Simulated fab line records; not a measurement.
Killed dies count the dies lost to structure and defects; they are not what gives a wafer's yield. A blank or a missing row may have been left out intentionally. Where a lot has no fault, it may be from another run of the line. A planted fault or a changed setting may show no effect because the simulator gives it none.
Which tool was responsible?	flow sky130	6 lots, 18 wafers sampled, at 2 steps of a route of 708

## WHAT EACH GAUGE READ, for each wafer
SKY_VT_ADJUST_HVTP_TW_MEAS_11.
lot	measured	on	VT_ADJUST_HVTP_TW
L914	day 6 10:10	filmMetro-04	1356 1354 1357
L918	day 7 13:34	filmMetro-01	1352 1356 1357
L920	day 8 02:28	filmMetro-01	1369 1360 1362
L926	day 9 16:40	filmMetro-04	1431 1422 1424
L933	day 11 15:05	filmMetro-03	1366 1371 1363
L935	day 12 01:31	filmMetro-01	1365 1362 1367

## WHICH TOOL RAN EACH LOT (tool, then ch and the chambers of the sampled wafers, then the start)
lot	SKY_VT_ADJUST_HVTP_IMPLANT_09
L914	implanter-03 ch 0, day 6 09:55
L918	implanter-04 ch 0, day 7 13:19
L920	implanter-03 ch 0, day 8 02:14
L926	implanter-03 ch 0, day 9 16:25
L933	implanter-04 ch 0, day 11 14:52
L935	implanter-01 ch 0, day 12 01:17
- SKY_VT_ADJUST_HVTP_IMPLANT_09

## THE ANSWER, worked out from the rows above alone
Rule: the usual values come from the lots themselves. Put in order of their means at a reading, lots are off if they are a third of the lots or fewer, leave a main group of 4 or more, and stand apart from it by a gap of 3 or more times the standard deviation of the main group's means; of several such gaps the widest counts. If all means in a main group match to the digits the tables above print for the reading, that group is not used. Also off: a lot with no number at a reading for which 4 or more lots have one. All remaining lots with rows at the step are treated as sound.
Off: at SKY_VT_ADJUST_HVTP_TW_MEAS_11 (VT_ADJUST_HVTP_TW), L926. The main group: mean 1361, standard deviation 4.8.
If a tool, at a process step before that reading, ran all the lots that are off and no sound lot after the first of them, it fits. The gauges at SKY_VT_ADJUST_HVTP_TW_MEAS_11 are tried like those tools. 2 tools fit, implanter-03 at SKY_VT_ADJUST_HVTP_IMPLANT_09 and filmMetro-04 at SKY_VT_ADJUST_HVTP_TW_MEAS_11, so this cannot tell which one it is.

## WHAT HAD BEEN PUT IN BY THE SIMULATOR
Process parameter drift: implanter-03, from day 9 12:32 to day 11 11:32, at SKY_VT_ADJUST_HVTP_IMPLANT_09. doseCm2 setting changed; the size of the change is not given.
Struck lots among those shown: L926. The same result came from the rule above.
